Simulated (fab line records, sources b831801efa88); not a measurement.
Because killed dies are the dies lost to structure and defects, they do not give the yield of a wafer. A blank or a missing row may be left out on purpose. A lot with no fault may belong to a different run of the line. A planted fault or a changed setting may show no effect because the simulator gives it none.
A lot that was struck, set against a sound lot :: flow sky130 :: 16 steps out of a route of 708
Sound: the wafers L669.1, L669.2, L669.4. The struck wafers were L665.2, L665.3, L665.5. At the end, the cause is stated.
Per side, at each step with rows, come the tool, then ch with its chambers, and then its first start. Under that, the readings that differ: sound wafers :: struck wafers :: difference of the means :: sigmas: that difference in standard deviations of wafers without a fault.
alike: same words and numbers on both sides, and readings whose means sit less than 2 such deviations apart. not compared: any withheld reading, any reading some wafer has no value for, any bound like >300 that may hide the same value, and any number with overlapping values for which the record gives no deviation.
The two part at a step that has a row with sigmas, a row that says differs or no value, or rows on one side only. Numbers that have no deviation but don't overlap get no sigmas and don't part them. Lack of a reading on every wafer of one side parts them only where that side has two or more wafers.

SKY_METAL2_THK_MEAS_06: measures by xrf.
  struck on film_metro-04, day 39 16:17; sound on film_metro-04, day 40 09:16
  alike: METAL2_ALCU_THK
then, 8 steps without rows for these wafers: SKY_METAL2_DEHYDRATE_07 (time 60 s); SKY_METAL2_HMDS_08 (prime time 60 s); SKY_METAL2_COAT_09 (resist thk 60 nm); SKY_METAL2_COAT_10 (resist thk 450 nm); SKY_METAL2_SOFTBAKE_11 (time 90 s); SKY_METAL2_EXPOSE_12 (exposes mask MM2, target cd 140 nm); SKY_METAL2_PEB_13; SKY_METAL2_DEVELOP_14 (develop time 60 s).
SKY_METAL2_CD_MEAS_15: the cd target is 140 nm.
  struck on cd_sem-01, day 40 17:11; sound on cd_sem-01, day 41 09:58
  alike: cd_nm
SKY_METAL2_OVL_MEAS_16:
  struck on overlay-02, day 40 17:17; sound on overlay-01, day 41 10:05
reading: METAL2_OVL (nm)
sound: -3 -2 -1
struck: 11 14 12
difference: +14
sigmas: +2
SKY_METAL2_DESCUM_17: chemistry O2, time 8 s.
  sound on rie_metal-04 ch 0,1, day 41 10:07; struck on rie_metal-04 ch 0,1, day 40 17:19
  alike: chamber_pressure_mTorr, drypump_motor_current_A, he_backside_leak_sccm, oes_product_au, temp_c
  not compared: rf_hours_counter_h
SKY_METAL2_ETCH_18: etches BARC in N2/H2, stops on SiO2, time 45.9 s, target depth 60 nm.
  sound on rie_metal-04 ch 0,1, day 41 10:09; struck on rie_metal-04 ch 0,1, day 40 17:21
  no value came back on the struck wafers for any of 6 readings (bias_w (W), chamber_pressure_mTorr (mTorr) and others); on the sound wafers bias_w (W) reads 100.00 100.26 100.42
reading: model.KrF-thick_of_METAL2_COAT_10.thk_nm (nm)
sound: 393.3 392.3 392.6
struck: 432.6 435 432.5
difference: +40.6
sigmas: 
  not compared: rf_hours_counter_h
SKY_METAL2_METAL_ETCH_19: etches the open film in Cl2/BCl3, stops on SiO2, target depth 360 nm, time 78 s.
  sound on rie_metal-04 ch 0,1, day 41 10:13; struck on rie_metal-04 ch 0,1, day 40 17:25
reading: oes_product_au (a.u.)
sound: 0.857 0.851 0.854
struck: 0.367 0.376 0.381
difference: -0.479
sigmas: -87

reading: model.KrF-thick_of_METAL2_COAT_10.thk_nm (nm)
sound: 159 155.4 158.4
struck: 201.4 205 198.7
difference: +44.1
sigmas: 
  alike: bcl3_flow_sccm, bias_w, chamber_pressure_mTorr, drypump_motor_current_A, he_backside_leak_sccm, throttle_valve_pct
  not compared: rf_hours_counter_h
SKY_METAL2_STRIP_20: strips in O2/N2.
  sound on plasma_asher-01 ch 0,1, day 41 10:18; struck on plasma_asher-03 ch 0,1, day 40 17:30
reading: oes_product_au (a.u.)
sound: 0.350 0.339 0.343
struck: 0.365 0.368 0.362
difference: +0.021
sigmas: +4

reading: strip_time_to_endpoint_s (s)
sound: 2.724 2.647 2.687
struck: 3.165 3.201 3.141
difference: +0.483
sigmas: +18
  alike: chamber_pressure_mTorr, drypump_motor_current_A
  not compared: rf_hours_counter_h
then, 1 step without rows for these wafers: SKY_METAL2_STRIP_21 (strips in post etch residue remover, time 1200 s).

## WHERE THEY PART
First at SKY_METAL2_OVL_MEAS_16; last, within this record, at SKY_METAL2_STRIP_20.

WHY: the cause the simulator had injected
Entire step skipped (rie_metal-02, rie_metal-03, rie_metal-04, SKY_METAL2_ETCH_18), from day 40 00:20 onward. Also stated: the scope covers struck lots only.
